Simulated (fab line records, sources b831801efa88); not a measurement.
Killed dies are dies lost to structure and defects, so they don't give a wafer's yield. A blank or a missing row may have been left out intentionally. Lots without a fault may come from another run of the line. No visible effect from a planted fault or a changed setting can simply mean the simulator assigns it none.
The tool behind it: which one? || flow sky130 || 12 lots, 36 wafers sampled, at 2 steps of a route of 708

== WHAT THE GAUGES READ, wafer by wafer ==
SKY_CAPM_OVL_MEAS_12. Usual: CAPM_OVL typically reads 0.3 nm, with standard deviation 1.4.
{"lot": "L820", "measured": "day 36 15:17", "on": "overlay-01", "CAPM_OVL (nm)": "0.3 1.7 1.1", "flag": ""}
{"lot": "L821", "measured": "day 37 04:29", "on": "overlay-02", "CAPM_OVL (nm)": "-1.0 -1.7 -1.2", "flag": ""}
{"lot": "L824", "measured": "day 38 10:37", "on": "overlay-01", "CAPM_OVL (nm)": "0.8 1.5 0.9", "flag": ""}
{"lot": "L825", "measured": "day 38 12:41", "on": "overlay-02", "CAPM_OVL (nm)": "0.1 0.4 1.2", "flag": ""}
{"lot": "L828", "measured": "day 39 17:58", "on": "overlay-01", "CAPM_OVL (nm)": "0.8 1.3 1.2", "flag": ""}
{"lot": "L829", "measured": "day 39 23:32", "on": "overlay-02", "CAPM_OVL (nm)": "-0.7 0.0 -1.4", "flag": ""}
{"lot": "L830", "measured": "day 40 04:18", "on": "overlay-01", "CAPM_OVL (nm)": "1.2 0.2 -1.1", "flag": ""}
{"lot": "L838", "measured": "day 43 16:47", "on": "overlay-02", "CAPM_OVL (nm)": "-0.7 0.9 0.5", "flag": ""}
{"lot": "L839", "measured": "day 43 18:46", "on": "overlay-02", "CAPM_OVL (nm)": "-1.6 -3.1 -4.3", "flag": ""}
{"lot": "L840", "measured": "day 44 10:34", "on": "overlay-01", "CAPM_OVL (nm)": "1.1 1.2 1.8", "flag": ""}
{"lot": "L843", "measured": "day 44 11:40", "on": "overlay-02", "CAPM_OVL (nm)": "0.3 -0.1 0.4", "flag": ""}
{"lot": "L842", "measured": "day 44 18:17", "on": "overlay-01", "CAPM_OVL (nm)": "-1.0 -1.7 -1.6", "flag": ""}

== EACH LOT AND THE TOOL THAT RAN IT (in order: tool; ch and the chambers of the sampled wafers; start) ==
{"lot": "L820", "SKY_METAL3_SPUTTER_04": "pvd sputter-04, day 35 13:46"}
{"lot": "L821", "SKY_METAL3_SPUTTER_04": "pvd sputter-01, day 36 02:37"}
{"lot": "L824", "SKY_METAL3_SPUTTER_04": "pvd sputter-01, day 37 08:47"}
{"lot": "L825", "SKY_METAL3_SPUTTER_04": "pvd sputter-02, day 37 10:52"}
{"lot": "L828", "SKY_METAL3_SPUTTER_04": "pvd sputter-02, day 38 17:23"}
{"lot": "L829", "SKY_METAL3_SPUTTER_04": "pvd sputter-02, day 38 22:16"}
{"lot": "L830", "SKY_METAL3_SPUTTER_04": "pvd sputter-04, day 39 03:36"}
{"lot": "L838", "SKY_METAL3_SPUTTER_04": "pvd sputter-01, day 42 18:10"}
{"lot": "L839", "SKY_METAL3_SPUTTER_04": "pvd sputter-04, day 42 20:19"}
{"lot": "L840", "SKY_METAL3_SPUTTER_04": "pvd sputter-04, day 43 12:07"}
{"lot": "L843", "SKY_METAL3_SPUTTER_04": "pvd sputter-01, day 43 14:34"}
{"lot": "L842", "SKY_METAL3_SPUTTER_04": "pvd sputter-01, day 43 20:31"}
- SKY_METAL3_SPUTTER_04: material TiN, target thk 70 nm, time 58.3 s.

== WHAT THE TOOLS THEMSELVES READ (means of the sampled wafers that have a number; where no wafer has one, the mark that the record gives instead) ==
SKY_METAL3_SPUTTER_04. Usual: 30.0 % for throttle valve pct, sd 1.2.
{"lot": "L820", "tool": "pvd sputter-04", "throttle valve pct (%)": 29.7, "flag": ""}
{"lot": "L821", "tool": "pvd sputter-01", "throttle valve pct (%)": 29.5, "flag": ""}
{"lot": "L824", "tool": "pvd sputter-01", "throttle valve pct (%)": 29.6, "flag": ""}
{"lot": "L825", "tool": "pvd sputter-02", "throttle valve pct (%)": 29.9, "flag": ""}
{"lot": "L828", "tool": "pvd sputter-02", "throttle valve pct (%)": 29.3, "flag": ""}
{"lot": "L829", "tool": "pvd sputter-02", "throttle valve pct (%)": 29.4, "flag": ""}
{"lot": "L830", "tool": "pvd sputter-04", "throttle valve pct (%)": 30.8, "flag": ""}
{"lot": "L838", "tool": "pvd sputter-01", "throttle valve pct (%)": 30.7, "flag": ""}
{"lot": "L839", "tool": "pvd sputter-04", "throttle valve pct (%)": 30.3, "flag": ""}
{"lot": "L840", "tool": "pvd sputter-04", "throttle valve pct (%)": 29.8, "flag": ""}
{"lot": "L843", "tool": "pvd sputter-01", "throttle valve pct (%)": 31.0, "flag": ""}
{"lot": "L842", "tool": "pvd sputter-01", "throttle valve pct (%)": 29.3, "flag": ""}

== THE ANSWER, worked out from the rows above alone ==
Rule: lot off if the mean of its wafers having a number is beyond 3 standard deviations from the usual mean. A lot without any number at a reading at which 4 lots or more have one is off too. Any other lot the step has rows for is counted as sound. The gauges are gone through in route order, then the tools' own readings, and for those a lot's mean is taken as printed above. The first step at which some lot is off is used, and at that step the reading that is off furthest; a lot without a number counts as furthest.
No lot is off on any of the readings shown, so nothing can be concluded from this.

== WHAT THE SIMULATOR PUT IN ==
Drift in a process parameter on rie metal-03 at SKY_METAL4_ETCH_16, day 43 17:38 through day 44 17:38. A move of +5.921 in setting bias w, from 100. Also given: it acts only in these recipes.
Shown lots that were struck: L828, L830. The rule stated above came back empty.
